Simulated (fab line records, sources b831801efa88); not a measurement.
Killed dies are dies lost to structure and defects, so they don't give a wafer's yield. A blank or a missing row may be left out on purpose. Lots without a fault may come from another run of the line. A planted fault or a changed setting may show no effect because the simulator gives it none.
Which tool did it? | flow gf180mcu | 7 lots, 21 wafers sampled, at 2 steps of a route of 602

WHAT THE GAUGES READ, wafer by wafer
GF_VT_IMPLANT_TW_MEAS_32.
lot  | measured     | on            | VT_IMPLANT_3_TW
L125 | day 7 01:43  | film_metro-01 | 262.9 264.3 263.8
L132 | day 9 03:09  | film_metro-04 | 269.2 271.7 269.0 270.1 269.6 270.5
L136 | day 10 06:22 | film_metro-01 | 265.4 264.3 266.5
L138 | day 10 17:50 | film_metro-01 | 264.7 265.7 264.0
L142 | day 11 20:05 | film_metro-04 | 262.9 263.0 264.2
L145 | day 12 13:12 | film_metro-04 | 263.3 262.3 263.7
L147 | day 13 02:43 | film_metro-03 | 263.6 265.7 263.7

WHICH TOOL RAN EACH LOT (tool, then ch and the chambers of the sampled wafers, then the start)
lot  | GF_VT_IMPLANT_IMPLANT_30
L125 | implanter-03 ch 0, day 7 01:31
L132 | implanter-01 ch 0, day 9 02:56
L136 | implanter-02 ch 0, day 10 06:09
L138 | implanter-03 ch 0, day 10 17:35
L142 | implanter-02 ch 0, day 11 19:48
L145 | implanter-02 ch 0, day 12 12:58
L147 | implanter-01 ch 0, day 13 02:28
- GF_VT_IMPLANT_IMPLANT_30

THE ANSWER, worked out from the rows above alone
Rule: what is usual is taken from the lots themselves. Put in order of their means at a reading, lots are off if they are a third of the lots or fewer, leave a main group of 4 or more, and stand apart from it by a gap of 3 or more times the standard deviation of the main group's means; of several such gaps the widest counts. A main group whose means are all the same, to the digits that the tables above print for the reading, isn't used. A lot without any number at a reading at which 4 lots or more have one is off too. The other lots that the step has rows for count as sound.
Off: L132, at GF_VT_IMPLANT_TW_MEAS_32 (VT_IMPLANT_3_TW). The main group: mean 264.1, standard deviation 0.81.
A tool fits if, at a process step before that reading, it ran every lot that is off, and no sound lot after the first of them. The gauges at GF_VT_IMPLANT_TW_MEAS_32 are tried like those tools. None of those tried fits.

WHAT THE SIMULATOR HAD PUT IN
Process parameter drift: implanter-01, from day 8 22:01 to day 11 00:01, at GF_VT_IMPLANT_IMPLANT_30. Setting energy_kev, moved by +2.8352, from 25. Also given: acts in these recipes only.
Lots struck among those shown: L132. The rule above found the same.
